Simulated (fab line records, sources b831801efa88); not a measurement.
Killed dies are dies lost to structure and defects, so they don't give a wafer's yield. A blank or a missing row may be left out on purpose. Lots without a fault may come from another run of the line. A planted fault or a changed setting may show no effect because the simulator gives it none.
Tool commonality check | flow gf180mcu | 11 lots, 33 wafers sampled

WHY IT WAS OPENED
At GF_V2_RS_MEAS_24 the reading V2_W_RS is flagged on 3 of 11 lots. Wafers without a fault read 0.328 ohm/sq, standard deviation 0.0036.
Rule: a lot is flagged when every wafer of it that has a number lies more than 4 standard deviations from that mean, or none has a number. The other lots count as sound.

lot  | measured     | on            | V2_W_RS (ohm/sq), wafer by wafer | flag
L146 | day 21 00:26 | film_metro-03 | 43.622 43.914 44.171             | FLAGGED
L147 | day 21 06:45 | film_metro-01 | 44.668 44.760 44.899             | FLAGGED
L148 | day 21 20:04 | film_metro-04 | 43.491 43.995 43.883             | FLAGGED
L156 | day 24 21:01 | film_metro-01 | 0.321 0.323 0.322                |
L158 | day 25 11:39 | film_metro-04 | 0.325 0.325 0.325                |
L159 | day 25 16:04 | film_metro-01 | 0.326 0.323 0.329                |
L160 | day 25 21:54 | film_metro-03 | 0.326 0.327 0.331                |
L161 | day 26 08:25 | film_metro-03 | 0.327 0.327 0.326                |
L164 | day 27 07:28 | film_metro-01 | 0.328 0.333 0.328                |
L165 | day 27 08:02 | film_metro-01 | 0.330 0.329 0.329                |
L166 | day 27 15:03 | film_metro-03 | 0.335 0.336 0.337                |
The numbers of the flagged lots are 44.156 ohm/sq on average: +43.828 ohm/sq against the usual, or +99 or more standard deviations.

WHICH TOOL RAN EACH LOT
The record holds 2 process steps before the reading, out of a route of 602 steps. In each cell: the tool, then ch and the chambers that the sampled wafers went through, then the start.
lot  | flag    | GF_V2_ETCH_16                      | GF_V2_CVD_23
L146 | FLAGGED | rie_diel-03 ch 0,1,2, day 20 23:32 | cvd_w-01 ch 0,1, day 21 00:18
L147 | FLAGGED | rie_diel-01 ch 0,1,3, day 21 05:53 | cvd_w-02 ch 1, day 21 06:38
L148 | FLAGGED | rie_diel-03 ch 0,1,2, day 21 19:10 | cvd_w-01 ch 0,1, day 21 19:56
L156 |         | rie_diel-01 ch 2,3, day 24 20:04   | cvd_w-02 ch 0,1, day 24 20:54
L158 |         | rie_diel-02 ch 0,1, day 25 10:43   | cvd_w-02 ch 0,1, day 25 11:31
L159 |         | rie_diel-01 ch 1,2, day 25 15:08   | cvd_w-02 ch 0,1, day 25 15:56
L160 |         | rie_diel-03 ch 0,1,3, day 25 21:01 | cvd_w-02 ch 0,1, day 25 21:47
L161 |         | rie_diel-03 ch 2,3, day 26 07:31   | cvd_w-01 ch 0,1, day 26 08:19
L164 |         | rie_diel-02 ch 0,1,2, day 27 06:34 | cvd_w-02 ch 0,1, day 27 07:20
L165 |         | rie_diel-03 ch 0,1,2, day 27 07:10 | cvd_w-01 ch 0,1, day 27 07:55
L166 |         | rie_diel-03 ch 0,2, day 27 14:10   | cvd_w-02 ch 0, day 27 14:56
What these steps do:
- GF_V2_ETCH_16: etches BARC in N2/H2.
- GF_V2_CVD_23: deposits W, target thk 350 nm, time 104.94 s.
- GF_V2_RS_MEAS_24: measures by four-point-probe.

FLAGGED OVER TOTAL, TOOL BY TOOL (the gauges that took the reading come last)
step             | tool          | lots run | flagged | share of the flagged lots | sound lots run after its first flagged lot
GF_V2_ETCH_16    | rie_diel-01   | 3        | 1       | some                      | 2 (L156,L159)
GF_V2_ETCH_16    | rie_diel-02   | 2        | 0       | none                      | -
GF_V2_ETCH_16    | rie_diel-03   | 6        | 2       | some                      | 4 (L160,L161,L165,L166)
GF_V2_CVD_23     | cvd_w-01      | 4        | 2       | some                      | 2 (L161,L165)
GF_V2_CVD_23     | cvd_w-02      | 7        | 1       | some                      | 6 (L156,L158,L159,L160,L164,L166)
GF_V2_RS_MEAS_24 | film_metro-01 | 5        | 1       | some                      | 4 (L156,L159,L164,L165)
GF_V2_RS_MEAS_24 | film_metro-03 | 4        | 1       | some                      | 3 (L160,L161,L166)
GF_V2_RS_MEAS_24 | film_metro-04 | 2        | 1       | some                      | 1 (L158)

WHAT THE TABLE ALLOWS
No row of the table ran every flagged lot.

WHAT THE SIMULATOR HAD PUT IN
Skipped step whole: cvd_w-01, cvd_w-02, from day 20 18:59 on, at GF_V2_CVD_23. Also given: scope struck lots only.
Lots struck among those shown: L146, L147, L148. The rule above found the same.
